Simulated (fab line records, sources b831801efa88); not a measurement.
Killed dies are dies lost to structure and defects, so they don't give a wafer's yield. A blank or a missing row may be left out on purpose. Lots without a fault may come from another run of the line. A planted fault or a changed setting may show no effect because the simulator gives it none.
Which tool did it? | flow gf180mcu | 24 lots, 72 wafers sampled, at 6 steps of a route of 602

WHAT THE GAUGES READ, wafer by wafer
GF_POLY_GATE_THK_MEAS_01.
lot  | measured     | on            | POLY_GATE_CVD_00_THK (nm)
L074 | day 9 13:28  | film_metro-03 | 201.1 198.0 198.9
L075 | day 10 01:24 | film_metro-01 | 201.0 201.2 199.9
L076 | day 10 04:28 | film_metro-04 | 200.3 202.6 201.3
L077 | day 10 16:27 | film_metro-01 | 198.8 198.6 199.0
L078 | day 10 20:20 | film_metro-01 | 201.9 201.1 203.1
L079 | day 11 00:32 | film_metro-03 | 201.2 202.2 201.3
L080 | day 11 09:08 | film_metro-03 | 199.0 197.8 198.8
L081 | day 11 14:13 | film_metro-04 | 198.3 200.1 198.2
L082 | day 11 23:10 | film_metro-04 | 199.2 197.4 199.1
L083 | day 12 03:34 | film_metro-04 | 201.9 202.7 203.3
L084 | day 12 09:01 | film_metro-03 | 199.8 199.4 197.1
L085 | day 12 13:38 | film_metro-01 | 200.5 200.4 202.5
L086 | day 12 23:58 | film_metro-04 | 195.9 196.7 195.8
L087 | day 13 05:31 | film_metro-04 | 199.7 199.3 201.1
L088 | day 13 10:02 | film_metro-03 | 200.0 200.0 200.3
L089 | day 13 18:38 | film_metro-03 | 201.1 201.2 199.7
L090 | day 14 01:16 | film_metro-03 | 199.1 198.7 199.5
L091 | day 14 06:25 | film_metro-04 | 198.9 196.5 197.9
L092 | day 14 11:55 | film_metro-03 | 199.7 199.5 199.2
L093 | day 14 19:32 | film_metro-01 | 200.5 199.9 200.6
L094 | day 15 00:52 | film_metro-04 | 199.2 199.1 200.1
L095 | day 15 06:02 | film_metro-04 | 198.7 199.7 198.4
L097 | day 15 18:10 | film_metro-01 | 196.5 197.4 196.0
L096 | day 15 18:11 | film_metro-04 | 198.0 198.0 196.1

GF_HV_LDD_OVL_MEAS_20.
lot  | measured     | on         | HV_LDD_01_OVL (nm)
L074 | day 12 02:50 | overlay-01 | 1.1 1.2 -0.1
L075 | day 12 12:08 | overlay-02 | -0.5 -1.1 -1.9
L076 | day 12 16:30 | overlay-02 | 0.3 0.5 2.6
L077 | day 13 06:09 | overlay-01 | 0.6 -1.3 -2.2
L078 | day 13 12:44 | overlay-01 | 3.1 -0.4 1.3
L079 | day 13 20:12 | overlay-01 | 0.6 0.3 -1.1
L080 | day 14 00:45 | overlay-01 | -0.2 0.7 -0.4
L081 | day 14 05:54 | overlay-01 | 1.0 -0.6 -0.3
L082 | day 14 15:07 | overlay-02 | -0.8 -2.5 -1.3
L083 | day 14 19:35 | overlay-02 | -1.9 0.7 -0.7
L084 | day 15 02:01 | overlay-01 | -2.0 0.2 2.6
L085 | day 15 08:17 | overlay-02 | -0.3 -0.6 -1.4
L086 | day 15 21:48 | overlay-02 | 0.9 -2.0 1.3
L087 | day 16 03:53 | overlay-02 | -0.8 -0.5 1.1
L088 | day 16 06:49 | overlay-02 | 2.1 0.1 1.1
L089 | day 16 15:31 | overlay-01 | -2.3 0.8 -0.2
L090 | day 16 22:41 | overlay-01 | 1.7 1.5 3.5
L091 | day 17 06:40 | overlay-01 | 1.5 2.8 2.6
L092 | day 17 18:35 | overlay-02 | 1.1 -1.5 0.5
L093 | day 17 22:29 | overlay-01 | -0.6 -0.4 -1.2
L094 | day 18 01:54 | overlay-01 | 0.6 0.5 -1.0
L095 | day 18 07:08 | overlay-01 | 0.5 3.8 1.9
L097 | day 18 22:26 | overlay-02 | 2.1 -1.2 2.2
L096 | day 18 22:08 | overlay-02 | 3.7 3.5 2.7

GF_CONTACT_THK_MEAS_03.
lot  | measured     | on            | CONTACT_CVD_02_THK (nm)
L074 | day 16 21:59 | film_metro-04 | 847 849 854
L075 | day 17 10:13 | film_metro-04 | 865 866 860
L076 | day 17 13:37 | film_metro-04 | 870 830 876
L077 | day 18 03:19 | film_metro-03 | 865 883 875
L078 | day 18 14:43 | film_metro-02 | 870 862 871
L079 | day 19 03:43 | film_metro-04 | 854 850 869
L080 | day 19 04:34 | film_metro-04 | 860 870 873
L081 | day 19 11:37 | film_metro-02 | 863 867 877
L082 | day 19 21:09 | film_metro-02 | 856 836 859
L083 | day 20 03:23 | film_metro-04 | 852 870 856
L084 | day 20 10:07 | film_metro-02 | 862 874 861
L085 | day 20 17:26 | film_metro-04 | 839 864 876
L086 | day 21 08:52 | film_metro-04 | 848 884 877
L087 | day 21 13:19 | film_metro-04 | 839 857 854
L088 | day 21 21:04 | film_metro-04 | 870 854 867
L089 | day 22 01:07 | film_metro-04 | 856 867 888
L090 | day 22 12:40 | film_metro-03 | 870 890 885
L091 | day 22 22:58 | film_metro-04 | 845 855 864
L092 | day 23 06:44 | film_metro-02 | 870 852 866
L093 | day 23 08:22 | film_metro-04 | 847 834 848
L094 | day 23 14:44 | film_metro-03 | 855 859 846
L095 | day 23 22:49 | film_metro-03 | 856 851 872
L097 | day 24 08:16 | film_metro-04 | 853 878 866
L096 | day 24 08:07 | film_metro-02 | 853 854 873

GF_M1_OVL_MEAS_15.
lot  | measured     | on         | M1_OVL (nm)
L074 | day 19 02:02 | overlay-01 | -7 4 -3
L075 | day 19 15:08 | overlay-01 | -3 -1 -2
L076 | day 19 18:32 | overlay-02 | 10 0 0
L077 | day 20 08:20 | overlay-01 | -6 3 -2
L078 | day 20 19:53 | overlay-02 | -7 -6 -8
L079 | day 21 08:32 | overlay-01 | -4 -3 -2
L080 | day 21 10:35 | overlay-01 | -4 -2 -5
L081 | day 21 16:47 | overlay-01 | -4 0 -8
L082 | day 22 02:20 | overlay-02 | 1 -1 -2
L083 | day 22 06:44 | overlay-01 | 3 -1 -3
L084 | day 22 14:35 | overlay-01 | -6 -1 -7
L085 | day 22 20:47 | overlay-02 | 4 -5 7
L086 | day 23 11:20 | overlay-01 | -4 -3 -2
L087 | day 23 16:17 | overlay-01 | -4 1 -7
L088 | day 24 00:05 | overlay-02 | 0 -3 -4
L089 | day 24 03:38 | overlay-01 | -1 0 0
L090 | day 24 15:14 | overlay-01 | 3 -6 7
L091 | day 25 00:26 | overlay-02 | -4 -4 -5
L092 | day 25 08:17 | overlay-01 | -2 -3 -1
L093 | day 25 09:59 | overlay-02 | -1 -2 -6
L094 | day 25 16:56 | overlay-01 | -4 1 1
L095 | day 25 23:44 | overlay-01 | 7 -7 1
L097 | day 26 08:08 | overlay-01 | 0 -2 0
L096 | day 26 07:59 | overlay-02 | -2 -2 2

GF_V2_CD_MEAS_14: target cd 260 nm.
lot  | measured     | on        | cd_nm (nm)
L074 | day 22 10:30 | cd_sem-02 | 259.4 258.3 259.5
L075 | day 22 23:09 | cd_sem-01 | 259.4 260.5 259.7
L076 | day 23 03:12 | cd_sem-01 | 261.9 261.7 261.1
L077 | day 23 15:50 | cd_sem-02 | 258.2 257.7 256.2
L078 | day 24 03:04 | cd_sem-02 | 259.2 259.7 259.9
L079 | day 24 14:46 | cd_sem-02 | 262.7 263.5 264.0
L080 | day 24 16:06 | cd_sem-02 | 258.7 260.1 260.0
L081 | day 24 22:49 | cd_sem-01 | 262.1 261.7 261.5
L082 | day 25 06:48 | cd_sem-01 | 259.6 258.8 259.6
L083 | day 25 11:13 | cd_sem-01 | 259.5 259.4 260.5
L084 | day 25 18:58 | cd_sem-02 | 259.5 261.3 260.2
L085 | day 26 00:50 | cd_sem-02 | 262.8 263.2 262.4
L086 | day 26 12:55 | cd_sem-01 | 258.2 259.4 259.2
L087 | day 26 17:56 | cd_sem-01 | 259.6 258.9 259.1
L088 | day 27 02:57 | cd_sem-02 | 258.4 258.4 259.9
L089 | day 27 03:18 | cd_sem-02 | 262.0 262.0 263.2
L090 | day 27 14:46 | cd_sem-02 | 260.0 259.0 259.6
L091 | day 28 00:34 | cd_sem-01 | 261.1 260.3 260.7
L092 | day 28 07:52 | cd_sem-01 | 261.9 261.8 261.7
L093 | day 28 08:50 | cd_sem-01 | 261.9 260.7 261.0
L094 | day 28 15:29 | cd_sem-01 | 256.6 256.1 255.7
L095 | day 28 21:13 | cd_sem-02 | 260.3 261.2 260.6
L097 | day 29 05:44 | cd_sem-01 | 260.3 260.5 260.0
L096 | day 29 04:49 | cd_sem-01 | 260.6 259.4 259.6

WHICH TOOL RAN EACH LOT (tool, then ch and the chambers of the sampled wafers, then the start)
lot  | GF_POLY_GATE_ETCH_13
L074 | rie_si-02 ch 0,2,3, day 10 07:23
L075 | rie_si-01 ch 0,1,2, day 10 20:01
L076 | rie_si-01 ch 0,1,3, day 10 23:22
L077 | rie_si-02 ch 0,3, day 11 11:31
L078 | rie_si-02 ch 0,1,3, day 11 15:37
L079 | rie_si-02 ch 1,2,3, day 11 20:32
L080 | rie_si-01 ch 0,2,3, day 12 04:22
L081 | rie_si-01 ch 0,1,2, day 12 09:50
L082 | rie_si-01 ch 1,2,3, day 12 19:05
L083 | rie_si-01 ch 0,1,2, day 12 23:46
L084 | rie_si-01 ch 0,1,3, day 13 05:41
L085 | rie_si-01 ch 1,2,3, day 13 11:14
L086 | rie_si-02 ch 1,2, day 13 21:23
L087 | rie_si-01 ch 1,2,3, day 14 02:44
L088 | rie_si-02 ch 0,1,3, day 14 07:25
L089 | rie_si-01 ch 0,2,3, day 14 15:53
L090 | rie_si-01 ch 0,1, day 14 22:22
L091 | rie_si-01 ch 0,1,2, day 15 04:26
L092 | rie_si-01 ch 0,3, day 15 10:16
L093 | rie_si-02 ch 0,3, day 15 18:16
L094 | rie_si-02 ch 0,2,3, day 15 23:13
L095 | rie_si-01 ch 0,1, day 16 04:31
L097 | rie_si-01 ch 0,1, day 16 17:05
L096 | rie_si-02 ch 1,2, day 16 17:26
- GF_POLY_GATE_ETCH_13: etches poly-Si in HBr/Cl2, stops on SiO2, target depth 198.5 nm, time 69.6 s.

WHAT THE TOOLS THEMSELVES READ (means of the sampled wafers that have a number; where no wafer has one, the mark that the record gives instead)
GF_POLY_GATE_ETCH_13.
lot  | tool      | bias_w (W) | drypump_motor_current_A (A) | oes_product_au (a.u.) | rf_fwd_power_W (W) | throttle_valve_pct (%)
L074 | rie_si-02 | 100.0      | 6.1                         | 0.972                 | 395.8              | 33.686
L075 | rie_si-01 | 100.3      | 5.1                         | 0.989                 | 397.6              | 33.677
L076 | rie_si-01 | 100.0      | 5.1                         | 0.995                 | 397.7              | 33.687
L077 | rie_si-02 | 99.9       | 5.8                         | 0.979                 | 397.3              | 33.692
L078 | rie_si-02 | 100.1      | 5.7                         | 0.986                 | 395.9              | 33.688
L079 | rie_si-02 | 100.2      | 5.9                         | 0.982                 | 396.5              | 33.678
L080 | rie_si-01 | 99.8       | 5.1                         | 0.985                 | 396.4              | 33.694
L081 | rie_si-01 | 100.1      | 5.1                         | 0.986                 | 397.2              | 33.683
L082 | rie_si-01 | 99.9       | 5.2                         | 0.987                 | 395.2              | 33.692
L083 | rie_si-01 | 100.2      | 5.2                         | 0.992                 | 397.1              | 33.678
L084 | rie_si-01 | 99.8       | 5.1                         | 0.994                 | 396.0              | 33.691
L085 | rie_si-01 | 100.1      | 5.2                         | 0.995                 | 396.1              | 33.679
L086 | rie_si-02 | 100.0      | 6.2                         | 0.980                 | 395.9              | 33.684
L087 | rie_si-01 | 100.0      | 5.2                         | 0.987                 | 397.6              | 33.680
L088 | rie_si-02 | 100.0      | 5.7                         | 0.979                 | 397.3              | 33.689
L089 | rie_si-01 | 99.5       | 5.1                         | 0.988                 | 395.9              | 33.688
L090 | rie_si-01 | 100.4      | 5.0                         | 0.990                 | 397.2              | 33.694
L091 | rie_si-01 | 99.8       | 5.1                         | 0.986                 | 396.9              | 33.684
L092 | rie_si-01 | 99.9       | 4.9                         | 0.983                 | 394.4              | 33.682
L093 | rie_si-02 | 99.9       | 5.9                         | 0.984                 | 397.5              | 33.681
L094 | rie_si-02 | 99.8       | 6.1                         | 0.975                 | 396.5              | 33.684
L095 | rie_si-01 | 100.0      | 5.2                         | 0.994                 | 396.6              | 33.675
L097 | rie_si-01 | 100.1      | 5.2                         | 0.986                 | 396.4              | 33.690
L096 | rie_si-02 | 100.4      | 6.2                         | 0.979                 | 396.3              | 33.685

THE ANSWER, worked out from the rows above alone
Rule: what is usual is taken from the lots themselves. Put in order of their means at a reading, lots are off if they are a third of the lots or fewer, leave a main group of 4 or more, and stand apart from it by a gap of 3 or more times the standard deviation of the main group's means; of several such gaps the widest counts. A main group whose means are all the same, to the digits that the tables above print for the reading, isn't used. A lot without any number at a reading at which 4 lots or more have one is off too. The other lots that the step has rows for count as sound. The gauges are gone through in route order, then the tools' own readings, and for those a lot's mean is taken as printed above. The first step at which some lot is off is used, and at that step the reading that is off furthest; a lot without a number counts as furthest.
No lot is off at any reading shown: from this, nothing can be told.

WHAT THE SIMULATOR HAD PUT IN
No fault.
